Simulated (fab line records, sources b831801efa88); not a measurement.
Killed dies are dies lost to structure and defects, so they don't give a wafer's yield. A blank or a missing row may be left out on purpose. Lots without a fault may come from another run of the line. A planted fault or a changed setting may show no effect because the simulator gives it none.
fab line records | flow sky130
record lots=6 wafers=18 last_day=50
route steps=708 shown FIELD_ISO@19 NWELL@32 DNWELL@35 PWDE@45 SALICIDE@361 PAD_OPEN@708
lots that met no fault: from a run of the same line without faults
start_h: hours from the record's first day to the start of the lot's first wafer shown | wait_h: hours since the lot's step before | " the same as in the row above | L1.1+2: a row that stands for several wafers | - no value, or no start given | * or withheld: withheld | < > ~ a bound
route shown NAME@n: a module of which the file shows steps, and the number in the route of the first | usual: mean/standard deviation of fault-free wafers | same: alike in all rows | chamber/n: place in a boat | sites: the reading at each site | _std_site: their standard deviation | _edge_site: outer sites' mean less inner sites' | radius_mm: how far each site lies from the wafer's centre | mask NAME#n: copy n | behind: the tool/chamber that last shaped the wafer | hold: why the lot was held/for how many hours/how that ended | device: the transistor (n, p or np) that didn't switch | end of line: the same wafers' tests at the end of the route | a step without rows: its recipe alone | killed: dies lost to structure and defects at the first sort, not the wafer's yield | map: a wafer's dies, x killed, . not, _ none there
set.NAME: the setting as run; set.NAME@STEP: as run at that earlier step | model.NAME: the simulator's own value behind a step, which no gauge read
lots at some steps of the route; a table a step, a row a wafer
services: from which hour (start_h, from the record's first day; less than 0 if before it) a tool's chamber was out of use, for how many hours, and why
## steps
# step SKY_FIELD_ISO_WET_ETCH_18
# recipe chemistry=H3PO4 target_depth_nm=25 temp_c=160 target=Si3N4 time_s=286
# step SKY_FIELD_ISO_CLEAN_19
# recipe chemistry=SC1/SC2 mix=1:4:20 temp_c=70 time_s=150
# step SKY_FIELD_ISO_CLEAN_20
# recipe chemistry=dHF time_s=20 dilution=100:1
# step SKY_FIELD_ISO_WET_ETCH_21
# recipe chemistry=dHF dilution=100:1 target_depth_nm=20 dry=ipa_marangoni target=SiO2 temp_c=25 time_s=400
# step SKY_FIELD_ISO_OXIDATION_22
# recipe temp_c=950 ambient=O2 stabilise_s=600 purge_s=300 target_thk_a=100 ox_time_s=623
# step SKY_FIELD_ISO_THK_MEAS_23
# recipe reads=SiO2_of_FIELD_ISO_OXIDATION_22
# usual FIELD_ISO_OXIDATION_01_THK=10.04/0.17
# columns lot.wafer tool chamber start_h wait_h FIELD_ISO_OXIDATION_01_THK[nm]
L776.2 film_metro-03 - 53.24 0.0 10.00
L776.4 " - " " 10.07
L776.5 " - " " 9.97
L778.2 film_metro-01 - 60.86 0.0 9.88
L778.4 " - " " 9.71
L778.6 " - " " 9.82
L779.1 film_metro-01 - 65.76 0.0 10.22
L779.4 " - " " 10.35
L779.5 " - " " 10.26
L788.2 film_metro-03 - 114.27 0.0 10.02
L788.3 " - " " 9.92
L788.4 " - " " 9.97
L793.1 film_metro-02 - 139.89 0.0 9.77
L793.3 " - " " 9.79
L793.4 " - " " 9.94
L795.1 film_metro-02 - 150.50 0.0 10.22
L795.4 " - " " 10.20
L795.5 " - " " 10.17
# step SKY_FIELD_ISO_CVD_24
# recipe material=SiO2 target_thk_nm=595 temp_c=650 sigma_open_frac=0.3 time_s=99.2 sih4_flow_sccm=60 pressure_mtorr=6.25
# step SKY_FIELD_ISO_THK_MEAS_25
# recipe reads=SiO2_of_FIELD_ISO_CVD_24
# usual FIELD_ISO_CVD_24_THK=594/7
# columns lot.wafer tool chamber start_h wait_h FIELD_ISO_CVD_24_THK[nm]
L776.2 film_metro-01 - 53.37 0.0 584
L776.4 " - " " 593
L776.5 " - " " 591
L778.2 film_metro-02 - 61.03 0.1 576
L778.4 " - " " 589
L778.6 " - " " 583
L779.1 film_metro-02 - 65.93 0.1 603
L779.4 " - " " 594
L779.5 " - " " 590
L788.2 film_metro-02 - 114.40 0.0 605
L788.3 " - " " 610
L788.4 " - " " 601
L793.1 film_metro-03 - 140.02 0.0 601
L793.3 " - " " 611
L793.4 " - " " 605
L795.1 film_metro-03 - 150.63 0.0 594
L795.4 " - " " 590
L795.5 " - " " 593
# step SKY_FIELD_ISO_ANNEAL_26
# recipe temp_c=1000 time_s=1800 ambient=N2
# step SKY_FIELD_ISO_CMP_27
# recipe stop_on=Si3N4 t_overpolish_s=16 down_force_psi=4 platen_rpm=60 target_thk_nm=457.8 pad_velocity_m_s=0.94248
# usual motor_current_A=11.8/1.5 overpolish_run_s=15.999/0.0095 retaining_ring_pressure_frac=0.999/0.0052 time_to_endpoint_s=111/3.6
# columns lot.wafer tool chamber start_h wait_h motor_current_A overpolish_run_s retaining_ring_pressure_frac time_to_endpoint_s
L776.4 cmp-01 2 54.92 0.0 12.0 15.993 1.001 114
L776.2 " 1 " " 14.8 15.997 0.992 111
L776.5 " 2 " " 11.2 16.004 0.996 111
L778.4 cmp-01 0 63.10 0.1 9.7 16.012 1.009 108
L778.2 " 1 " " 14.6 15.992 0.997 104
L778.6 " 2 " " 11.4 16.000 0.994 106
L779.4 cmp-02 1 68.42 0.1 9.5 15.997 1.001 109
L779.1 " 2 " " 12.1 16.014 0.993 113
L779.5 " 0 " " 13.1 15.988 0.993 113
L788.2 cmp-02 2 115.95 0.0 11.6 16.001 0.992 107
L788.4 " 3 " " 13.0 15.994 0.996 112
L788.3 " 1 " " 9.0 16.005 0.993 113
L793.1 cmp-02 2 141.58 0.0 11.8 15.996 0.999 104
L793.4 " 0 " " 12.7 15.994 1.009 107
L793.3 " 1 " " 9.4 15.984 0.996 112
L795.4 cmp-01 2 154.96 0.1 11.9 16.009 1.011 111
L795.1 " 0 " " 10.2 16.003 0.998 107
L795.5 " 2 " " 11.8 16.014 1.005 108
# step SKY_FIELD_ISO_WET_ETCH_28
# recipe chemistry=dHF target_depth_nm=23.7 target=SiO2 dilution=10:1 temp_c=25 time_s=47
# step SKY_FIELD_ISO_WET_ETCH_29
# recipe chemistry=H3PO4 target_depth_nm=160 target=Si3N4 temp_c=160 time_s=1825
# step SKY_FIELD_ISO_WET_ETCH_30
# recipe chemistry=dHF target_depth_nm=25 target=SiO2 dilution=10:1 temp_c=25 time_s=50
# usual bath_heat_duty_pct=5.8/0.71 temp_c=24.98/0.1
# columns lot.wafer tool chamber start_h wait_h bath_heat_duty_pct temp_c model.SiO2_of_FIELD_ISO_CVD_24.thk_nm
L776.2 wet_bench-01 0 55.80 0.0 4.8 25.15 404.8
L776.4 " 0 " " 5.7 25.15 405.5
L776.5 " 0 " " 5.2 24.97 404.5
L778.2 wet_bench-02 1 63.84 0.0 29.0 42.12 382.1
L778.4 " 1 " " 29.1 42.26 380.4
L778.6 " 1 " " 30.9 42.21 381
L779.1 wet_bench-02 0 69.20 0.0 26.9 42.24 378.6
L779.4 " 0 " " 26.1 42.16 380.3
L779.5 " 0 " " 27.3 42.19 379.2
L788.2 wet_bench-01 3 116.83 0.0 4.6 24.89 404.9
L788.3 " 3 " " 4.9 25.06 406.7
L788.4 " 3 " " 4.2 24.85 406.8
L793.1 wet_bench-04 2 142.46 0.0 5.2 24.88 405.8
L793.3 " 2 " " 6.4 24.93 405.9
L793.4 " 2 " " 6.8 25.01 405.4
L795.1 wet_bench-02 0 155.74 0.0 5.2 25.09 404
L795.4 " 0 " " 5.1 25.11 404.7
L795.5 " 0 " " 4.8 25.07 403.9
# step SKY_NWELL_CLEAN_00
# recipe chemistry=SC1/SC2 mix=1:4:20 temp_c=70 time_s=150 dry=n2_spin
# step SKY_NWELL_OXIDATION_01
# recipe temp_c=900 ambient=O2 stabilise_s=600 purge_s=300 target_thk_a=100 ox_time_s=1418
# step SKY_NWELL_THK_MEAS_02
# recipe reads=SiO2_of_NWELL_OXIDATION_01
# usual NWELL_OXIDATION_THK=9.99/0.17
# columns lot.wafer tool chamber start_h wait_h NWELL_OXIDATION_THK[nm]
L776.2 film_metro-02 - 58.23 0.0 10.01
L776.4 " - " " 10.17
L776.5 " - " " 9.97
L778.2 film_metro-04 - 65.32 0.0 10.23
L778.4 " - " " 10.37
L778.6 " - " " 10.12
L779.1 film_metro-04 - 71.14 0.0 10.12
L779.4 " - " " 10.24
L779.5 " - " " 10.30
L788.2 film_metro-04 - 120.12 0.0 10.16
L788.3 " - " " 9.94
L788.4 " - " " 10.19
L793.1 film_metro-02 - 144.33 0.0 9.72
L793.3 " - " " 9.89
L793.4 " - " " 9.81
L795.1 film_metro-02 - 158.06 0.0 9.64
L795.4 " - " " 9.78
L795.5 " - " " 9.82
# step SKY_DNWELL_DEHYDRATE_00
# recipe temp_c=200 time_s=60
# step SKY_DNWELL_HMDS_01
# recipe prime_time_s=60 prime_temp_c=120
# step SKY_DNWELL_COAT_02
# recipe spin_rpm=2000 resist_thk_nm=3000
# step SKY_DNWELL_SOFTBAKE_03
# recipe temp_c=110 time_s=withheld
# step SKY_DNWELL_EXPOSE_04
# recipe mask_id=DNM na=0.57 target_cd_nm=3000 dose_mj=222
# step SKY_DNWELL_PEB_05
# recipe temp_c=115 time_s=withheld
# step SKY_DNWELL_DEVELOP_06
# recipe wall_angle_deg=90 developer=TMAH develop_time_s=60 dev_temp_c=23
# step SKY_DNWELL_IMPLANT_07
# recipe species=P energy_kev=withheld dose_cm2=withheld tilt_deg=withheld
# step SKY_DNWELL_STRIP_08
# recipe chemistry=O2/N2 power_w=1400 pressure_mtorr=1500 platen_temp_c=withheld o2_flow_sccm=3000 n2_flow_sccm=300 overash_fraction=0.5
# usual drypump_motor_current_A=5.7/0.33 oes_product_au=0.722/0.0041 strip_time_to_endpoint_s=36.92/0.097
# columns lot.wafer tool chamber start_h wait_h drypump_motor_current_A oes_product_au rf_hours_counter_h strip_time_to_endpoint_s
L776.2 plasma_asher-02 1 74.94 0.1 5.4 0.721 38 37.01
L776.4 " 1 " " 5.4 0.724 - 37.05
L776.5 " 1 " " 5.4 0.731 - 37.06
L778.2 plasma_asher-04 0 81.52 0.1 5.6 0.722 38 36.94
L778.4 " 0 " " 5.7 0.718 - 36.96
L778.6 " 1 " " 6.1 0.722 - 36.97
L779.1 plasma_asher-04 0 88.77 0.1 5.7 0.717 39 36.97
L779.4 " 1 " " 6.2 0.713 - 36.98
L779.5 " 1 " " 6.2 0.712 - 36.95
L788.2 plasma_asher-02 1 138.82 0.1 5.5 0.726 45 36.89
L788.3 " 1 " " 5.4 0.722 - 36.83
L788.4 " 0 " " 5.3 0.728 - 36.91
L793.1 plasma_asher-04 0 164.52 0.1 5.7 0.728 48 37.04
L793.3 " 0 " " 5.7 0.717 - 37.02
L793.4 " 1 " " 6.1 0.722 - 37.05
L795.1 plasma_asher-03 1 178.42 0.1 5.2 0.718 3 36.96
L795.4 " 1 " " 5.3 0.718 - 36.86
L795.5 " 0 " " 5.9 0.723 - 36.82
# step SKY_DNWELL_TW_MEAS_09
# usual DNWELL_TW=1111/5.8
# columns lot.wafer tool chamber start_h wait_h DNWELL_TW
L776.2 film_metro-04 - 75.05 0.1 1122
L776.4 " - " " 1117
L776.5 " - " " 1118
L778.2 film_metro-04 - 81.63 0.1 1117
L778.4 " - " " 1120
L778.6 " - " " 1124
L779.1 film_metro-03 - 88.87 0.1 1110
L779.4 " - " " 1111
L779.5 " - " " 1106
L788.2 film_metro-02 - 138.93 0.1 1100
L788.3 " - " " 1106
L788.4 " - " " 1103
L793.1 film_metro-03 - 164.62 0.1 1104
L793.3 " - " " 1108
L793.4 " - " " 1097
L795.1 film_metro-02 - 178.52 0.1 1113
L795.4 " - " " 1108
L795.5 " - " " 1105
# step SKY_PWDE_DEHYDRATE_00
# recipe temp_c=200 time_s=60
# step SKY_PWDE_HMDS_01
# recipe prime_time_s=60 prime_temp_c=120
# step SKY_PWDE_COAT_02
# recipe spin_rpm=2000 resist_thk_nm=2957
# step SKY_PWDE_SOFTBAKE_03
# recipe temp_c=110 time_s=withheld
# step SKY_PWDE_EXPOSE_04
# recipe mask_id=PWDEM na=0.6 source_shape=conventional sigma_outer=0.6 polarization=unpolarized target_cd_nm=840 dose_mj=214
# step SKY_PWDE_PEB_05
# recipe temp_c=115 time_s=withheld
# step SKY_PWDE_DEVELOP_06
# recipe wall_angle_deg=90 developer=TMAH develop_time_s=60 dev_temp_c=23
# step SKY_PWDE_OVL_MEAS_07
# usual PWDE_OVL=0.1/1.6
# columns lot.wafer tool chamber start_h wait_h PWDE_OVL[nm]
L776.2 overlay-02 - 92.12 - -0.7
L776.4 " - " " 1.7
L776.5 " - " " 0.8
L778.2 overlay-02 - 98.91 - 1.3
L778.4 " - " " 1.7
L778.6 " - " " 0.9
L779.1 overlay-01 - 105.60 - -1.4
L779.4 " - " " -1.2
L779.5 " - " " -1.6
L788.2 overlay-02 - 158.14 - 0.2
L788.3 " - " " 0.3
L788.4 " - " " 2.2
L793.1 overlay-02 - 185.68 - 1.7
L793.3 " - " " 1.5
L793.4 " - " " 3.3
L795.1 overlay-02 - 199.53 - 2.0
L795.4 " - " " 1.6
L795.5 " - " " 0.8
# step SKY_PWDE_IMPLANT_08
# recipe species=B energy_kev=150 dose_cm2=3.6e+12 tilt_deg=withheld
# step SKY_PWDE_STRIP_09
# recipe chemistry=O2/N2 power_w=1400 pressure_mtorr=1500 platen_temp_c=withheld o2_flow_sccm=3000 n2_flow_sccm=300 overash_fraction=0.5
# usual drypump_motor_current_A=5.8/0.34 oes_product_au=0.723/0.0047 strip_time_to_endpoint_s=36.43/0.097
# columns lot.wafer tool chamber start_h wait_h drypump_motor_current_A oes_product_au rf_hours_counter_h strip_time_to_endpoint_s
L776.2 plasma_asher-04 0 92.30 0.1 5.7 0.732 39 36.40
L776.4 " 1 " " 6.2 0.724 - 36.39
L776.5 " 1 " " 6.2 0.714 - 36.40
L778.2 plasma_asher-04 1 99.09 0.1 6.1 0.726 40 36.41
L778.4 " 1 " " 6.1 0.720 - 36.42
L778.6 " 1 " " 6.2 0.728 - 36.40
L779.1 plasma_asher-01 0 105.79 0.1 5.4 0.722 31 36.45
L779.4 " 1 " " 6.2 0.724 - 36.38
L779.5 " 0 " " 5.4 0.725 - 36.38
L788.2 plasma_asher-01 0 158.32 0.1 5.4 0.731 37 36.34
L788.3 " 0 " " 5.4 0.722 - 36.40
L788.4 " 1 " " 6.2 0.733 - 36.32
L793.1 plasma_asher-03 1 185.87 0.1 5.3 0.733 4 36.45
L793.3 " 1 " " 5.3 0.726 - 36.30
L793.4 " 0 " " 5.9 0.716 - 36.37
L795.1 plasma_asher-04 1 199.72 0.1 6.1 0.730 51 36.58
L795.4 " 1 " " 6.1 0.725 - 36.52
L795.5 " 0 " " 5.7 0.727 - 36.56
# step SKY_PWDE_TW_MEAS_10
# usual PWDE_TW=372.7/1.6
# columns lot.wafer tool chamber start_h wait_h PWDE_TW
L776.2 film_metro-02 - 92.41 0.1 371.0
L776.4 " - " " 370.4
L776.5 " - " " 371.3
L778.2 film_metro-04 - 99.20 0.1 370.9
L778.4 " - " " 375.2
L778.6 " - " " 373.7
L779.1 film_metro-04 - 105.89 0.1 375.0
L779.4 " - " " 372.3
L779.5 " - " " 373.3
L788.2 film_metro-02 - 158.43 0.1 373.1
L788.3 " - " " 376.7
L788.4 " - " " 372.8
L793.1 film_metro-03 - 185.97 0.1 372.8
L793.3 " - " " 373.9
L793.4 " - " " 375.2
L795.1 film_metro-03 - 199.82 0.1 375.2
L795.4 " - " " 373.6
L795.5 " - " " 372.3
# step SKY_NWELL_DEHYDRATE_03
# recipe temp_c=200 time_s=60
# step SKY_NWELL_HMDS_04
# recipe prime_time_s=60 prime_temp_c=120
# step SKY_NWELL_COAT_05
# recipe spin_rpm=2000 resist_thk_nm=3000
# step SKY_NWELL_SOFTBAKE_06
# recipe temp_c=110 time_s=withheld
# step SKY_NWELL_EXPOSE_07
# recipe mask_id=NWM na=0.6 source_shape=conventional sigma_outer=0.6 polarization=unpolarized target_cd_nm=840 dose_mj=255
# step SKY_SALICIDE_CLEAN_00
# recipe chemistry=HF-last time_s=30 dilution=100:1 dry=ipa_marangoni
# columns lot.wafer tool chamber start_h wait_h model.SiO2_of_FIELD_ISO_CVD_24.thk_nm
L776.2 wet_bench-03 3 679.16 0.1 358.9
L776.4 " 3 " " 359.3
L776.5 " 3 " " 358.4
L778.2 wet_bench-02 2 691.00 0.1 335.9
L778.4 " 2 " " 334.4
L778.6 " 2 " " 335
L779.1 wet_bench-04 2 703.90 0.1 332.3
L779.4 " 2 " " 333.7
L779.5 " 2 " " 332.9
L788.2 wet_bench-02 0 776.42 0.1 358.7
L788.3 " 0 " " 360.2
L788.4 " 0 " " 360.3
L793.1 wet_bench-03 0 808.94 0.1 360
L793.3 " 0 " " 359.9
L793.4 " 0 " " 359.5
L795.1 wet_bench-04 2 826.41 0.1 357.5
L795.4 " 2 " " 358.2
L795.5 " 2 " " 357.4
# step SKY_PAD_OPEN_PROBE_99
# usual killed_at_M0_to_M3=43/6.3 killed_at_M4_up=3.1/1.9 killed_at_contacts=24/5.1 killed_at_front_end=14/4.3 killed_at_other=0.3/0.53 killed_dies=85/8.8 killed_open=46/7.1 killed_short=38/5.9
# same gross_dies=492 killed_at_back_side=0
# columns lot.wafer tool chamber start_h wait_h killed_at_M0_to_M3 killed_at_M4_up killed_at_contacts killed_at_front_end killed_at_other killed_dies killed_open killed_short model.etest.res_p_drift_20v.line_ohm_um model.etest.res_p_drift_20v.rs_ohm_sq model.etest.pfet_16v.r_on_ohm_um model.etest.res_iso_pwell.rs_ohm_sq model.etest.res_iso_pwell.line_ohm_um model.etest.res_nwell.rs_ohm_sq model.etest.cap_poly_to_well.c_af_um2 model.etest.cap_li_to_poly.c_af_um2
L776.2 prober-01 - 1100.73 0.1 49 8 25 13 2 97 59 38 1.13e+04 9564 1.555e+04 3427 1295 1032 90.32 96.85
L776.4 prober-01 - 1100.83 0.2 52 3 30 12 0 97 54 43 1.111e+04 9366 1.544e+04 3289 1242 998.5 92.77 99.5
L776.5 prober-01 - 1100.88 0.2 57 4 25 10 0 96 56 40 1.105e+04 9245 1.526e+04 3279 1228 1003 93.31 98.44
L778.2 prober-01 - 1108.49 0.1 39 4 32 13 0 88 49 39 9216 7754 1.428e+04 2369 889.7 859.7 102.6 91.36
L778.4 prober-01 - 1108.59 0.2 42 4 25 8 2 81 42 39 9498 8050 1.462e+04 2526 948 894.7 96.36 93.37
L778.6 prober-01 - 1108.69 0.2 45 3 38 10 0 96 47 49 9379 7904 1.445e+04 2493 922.1 880 99.47 89.97
L779.1 prober-02 - 1118.47 0.1 56 8 21 9 0 94 49 45 9634 8163 1.42e+04 2498 940 874.3 100.9 94.71
L779.4 prober-02 - 1118.62 0.2 49 4 27 6 1 87 44 43 9771 8235 1.426e+04 2535 959.6 882.2 96.47 92.25
L779.5 prober-02 - 1118.67 0.2 55 5 27 11 1 99 63 36 9638 8106 1.424e+04 2469 934.7 867.9 98.66 90.06
L788.2 prober-01 - 1167.22 0.1 44 2 21 13 0 80 42 38 1.133e+04 9491 1.513e+04 3316 1243 880.1 89.86 98.63
L788.3 prober-01 - 1167.27 0.2 48 1 23 11 1 84 52 32 1.15e+04 9496 1.532e+04 3350 1273 885.3 91.03 96.29
L788.4 prober-01 - 1167.32 0.2 50 3 25 9 0 87 48 39 1.166e+04 9858 1.553e+04 3510 1341 896.2 89.46 97.43
L793.1 prober-02 - 1187.90 0.1 41 4 31 13 0 89 40 49 1.017e+04 8658 1.495e+04 3188 1211 932.9 91.34 99.26
L793.3 prober-02 - 1188.00 0.2 52 2 30 10 0 94 47 46 9323 7923 1.406e+04 2783 1050 884.7 95.41 99.19
L793.4 prober-02 - 1188.05 0.2 50 3 21 14 1 89 54 34 1.012e+04 8448 1.464e+04 3068 1170 921.7 93.88 97.9
L795.1 prober-01 - 1198.62 0.1 41 3 27 13 0 84 53 31 1.116e+04 9357 1.444e+04 2573 967.4 913.8 93.19 98.73
L795.4 prober-01 - 1198.77 0.2 42 5 20 22 0 89 49 40 1.158e+04 9721 1.464e+04 2691 992.9 941.5 89.24 94.12
L795.5 prober-01 - 1198.82 0.2 50 4 16 20 0 90 46 44 1.136e+04 9418 1.466e+04 2595 971 915.7 93.09 98.38
# killed by level:class
L776.2 CONTACT:geometric_particle:open=13 VIA2:geometric_particle:open=11 VIA1:geometric_particle:open=9 LI_CONTACT:geometric_particle:open=8 VIA1:geometric_particle:short=6 METAL4:geometric_particle:short=5 METAL2:geometric_particle:short=5 FIELD_ISO:geometric_particle:short=4
L776.4 VIA3:geometric_particle:open=14 CONTACT:geometric_particle:open=9 LOCAL_INTERCONNECT:geometric_particle:short=8 METAL1:geometric_particle:short=8 VIA1:geometric_particle:open=7 VIA2:geometric_particle:open=7 LI_CONTACT:geometric_particle:open=6 METAL2:geometric_particle:short=5
L776.5 VIA1:geometric_particle:open=14 CONTACT:geometric_particle:open=12 VIA3:geometric_particle:open=10 VIA2:geometric_particle:open=7 METAL1:geometric_particle:short=7 VIA1:geometric_particle:short=7 LOCAL_INTERCONNECT:geometric_particle:short=5 METAL2:geometric_particle:short=5
L778.2 CONTACT:geometric_particle:open=12 VIA1:geometric_particle:open=12 CONTACT:geometric_particle:short=9 VIA3:geometric_particle:open=7 LOCAL_INTERCONNECT:geometric_particle:short=6 METAL1:geometric_particle:short=5 VIA1:geometric_particle:short=4 FIELD_ISO:geometric_particle:short=3
L778.4 VIA1:geometric_particle:open=13 CONTACT:geometric_particle:open=9 CONTACT:geometric_particle:short=7 VIA1:geometric_particle:short=6 VIA3:geometric_particle:open=5 LI_CONTACT:geometric_particle:short=4 METAL2:geometric_particle:short=4 FIELD_ISO:geometric_particle:short=3
L778.6 LI_CONTACT:geometric_particle:open=17 VIA1:geometric_particle:open=9 VIA1:geometric_particle:short=9 LOCAL_INTERCONNECT:geometric_particle:short=8 METAL1:geometric_particle:short=7 CONTACT:geometric_particle:open=5 VIA2:geometric_particle:open=5 LI_CONTACT:geometric_particle:short=4
L779.1 VIA1:geometric_particle:open=13 CONTACT:geometric_particle:open=11 METAL1:geometric_particle:short=9 METAL4:geometric_particle:short=7 VIA1:geometric_particle:short=6 VIA2:geometric_particle:open=5 VIA3:geometric_particle:open=5 LOCAL_INTERCONNECT:geometric_particle:short=4
L779.4 VIA1:geometric_particle:open=13 CONTACT:geometric_particle:open=11 METAL2:geometric_particle:short=10 CONTACT:geometric_particle:short=6 VIA2:geometric_particle:open=6 METAL1:geometric_particle:short=5 VIA1:geometric_particle:short=5 LI_CONTACT:geometric_particle:open=4
L779.5 VIA1:geometric_particle:open=20 LI_CONTACT:geometric_particle:open=8 CONTACT:geometric_particle:open=7 VIA3:geometric_particle:open=6 METAL1:geometric_particle:short=5 VIA1:geometric_particle:short=5 METAL2:geometric_particle:short=5 FIELD_ISO:geometric_particle:open=4
L788.2 METAL1:geometric_particle:short=7 FIELD_ISO:geometric_particle:open=6 CONTACT:geometric_particle:open=6 VIA1:geometric_particle:open=6 VIA2:geometric_particle:open=6 VIA3:geometric_particle:short=5 METAL2:geometric_particle:short=4 LI_CONTACT:geometric_particle:open=4
L788.3 LI_CONTACT:geometric_particle:open=10 VIA2:geometric_particle:open=10 CONTACT:geometric_particle:open=8 VIA1:geometric_particle:open=8 METAL1:geometric_particle:short=6 VIA3:geometric_particle:open=5 METAL2:geometric_particle:short=4 VIA2:geometric_particle:short=4
L788.4 VIA1:geometric_particle:open=12 LI_CONTACT:geometric_particle:open=10 CONTACT:geometric_particle:open=10 METAL1:geometric_particle:short=7 VIA3:geometric_particle:short=6 VIA2:geometric_particle:open=5 FIELD_ISO:geometric_particle:open=4 VIA1:geometric_particle:short=4
L793.1 CONTACT:geometric_particle:open=12 METAL1:geometric_particle:short=9 CONTACT:geometric_particle:short=7 LI_CONTACT:geometric_particle:open=6 VIA3:geometric_particle:short=5 POLY_GATE:geometric_particle:short=4 LOCAL_INTERCONNECT:geometric_particle:short=4 VIA1:geometric_particle:short=4
L793.3 CONTACT:geometric_particle:open=10 METAL1:geometric_particle:short=10 VIA1:geometric_particle:open=10 LI_CONTACT:geometric_particle:open=7 METAL2:geometric_particle:short=6 VIA3:geometric_particle:open=6 LI_CONTACT:geometric_particle:short=5 LOCAL_INTERCONNECT:geometric_particle:short=5
L793.4 CONTACT:geometric_particle:open=9 METAL2:geometric_particle:short=9 VIA2:geometric_particle:open=8 VIA3:geometric_particle:open=8 LI_CONTACT:geometric_particle:open=7 VIA1:geometric_particle:open=7 FIELD_ISO:geometric_particle:open=6 VIA2:geometric_particle:short=5
L795.1 CONTACT:geometric_particle:open=11 VIA1:geometric_particle:open=11 LI_CONTACT:geometric_particle:open=8 VIA2:geometric_particle:open=8 VIA3:geometric_particle:open=7 FIELD_ISO:geometric_particle:open=4 FIELD_ISO:geometric_particle:short=4 CONTACT:geometric_particle:short=4
L795.4 VIA1:geometric_particle:open=11 LI_CONTACT:geometric_particle:open=10 FIELD_ISO:geometric_particle:short=7 VIA1:geometric_particle:short=6 FIELD_ISO:geometric_particle:open=5 POLY_GATE:geometric_particle:open=5 CONTACT:geometric_particle:open=4 METAL1:geometric_particle:short=4
L795.5 VIA1:geometric_particle:open=10 FIELD_ISO:geometric_particle:open=9 VIA3:geometric_particle:open=9 CONTACT:geometric_particle:open=6 VIA3:geometric_particle:short=5 FIELD_ISO:geometric_particle:short=5 VIA2:geometric_particle:open=5 VIA2:geometric_particle:short=5
## services
# columns tool chamber start_h hours kind
cmp-02 - 64.00 4.0 pm
cmp-01 - 77.50 9.7 pm
cmp-02 - 79.30 1.9 repair
cmp-02 - 87.23 4.8 pm
cmp-01 - 111.11 1.2 repair
cmp-01 - 112.03 2.6 repair
cmp-01 - 132.49 20.5 repair
cmp-01 - 172.43 1.0 repair
cmp-02 - 174.70 4.9 pm
cmp-02 - 228.65 1.4 repair
cmp-01 - 232.11 4.0 pm
wet_bench-02 - 310.15 1.5 repair
wet_bench-02 - 318.27 4.4 pm
cmp-01 - 324.20 1.2 repair
cmp-01 - 349.99 5.7 pm
cmp-01 - 357.21 0.5 repair
cmp-02 - 383.94 0.5 repair
cmp-01 - 403.20 0.7 repair
cmp-02 - 404.00 4.0 pm
cmp-01 - 408.36 1.2 repair
cmp-02 - 430.14 3.3 repair
plasma_asher-04 - 733.75 9.0 pm
wet_bench-02 - 794.80 1.9 pm
plasma_asher-04 - 796.34 5.1 repair
## key
first_sign step=SKY_FIELD_ISO_WET_ETCH_30 reading=temp_c direction=up sigmas=99+ usual=* struck=*
effect step=SKY_FIELD_ISO_WET_ETCH_30 reading=bath_heat_duty_pct direction=up sigmas=31 usual=5.8 struck=28.2
model_effect step=SKY_FIELD_ISO_WET_ETCH_30 value=SiO2_of_FIELD_ISO_CVD_24.thk_nm without=404.4 struck=380.3
model_effect step=SKY_SALICIDE_CLEAN_00 value=SiO2_of_FIELD_ISO_CVD_24.thk_nm without=358.1 struck=334
model_effect step=SKY_PAD_OPEN_PROBE_99 value=etest.res_p_drift_20v.line_ohm_um without=1.065e+04 struck=9523
met_at SKY_FIELD_ISO_WET_ETCH_30
struck_wafers L778.2,L778.4,L778.6,L779.1,L779.4,L779.5
tester_left_out L778,L779
fault kind=process_parameter_drift tool=wet_bench-02 chamber=- onset_h=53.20 steps=SKY_FIELD_ISO_WET_ETCH_30 channel=temp_c offset=* shape=step end_h=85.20 acts_in=* stated=*
# tester_left_out: of these lots the tester's yield and bins aren't shown, on N5 and GAA mostly nor the transistor test; their killed dies are dies lost to structure and defects alone, not to doping, threshold or leakage, so they don't give the yield
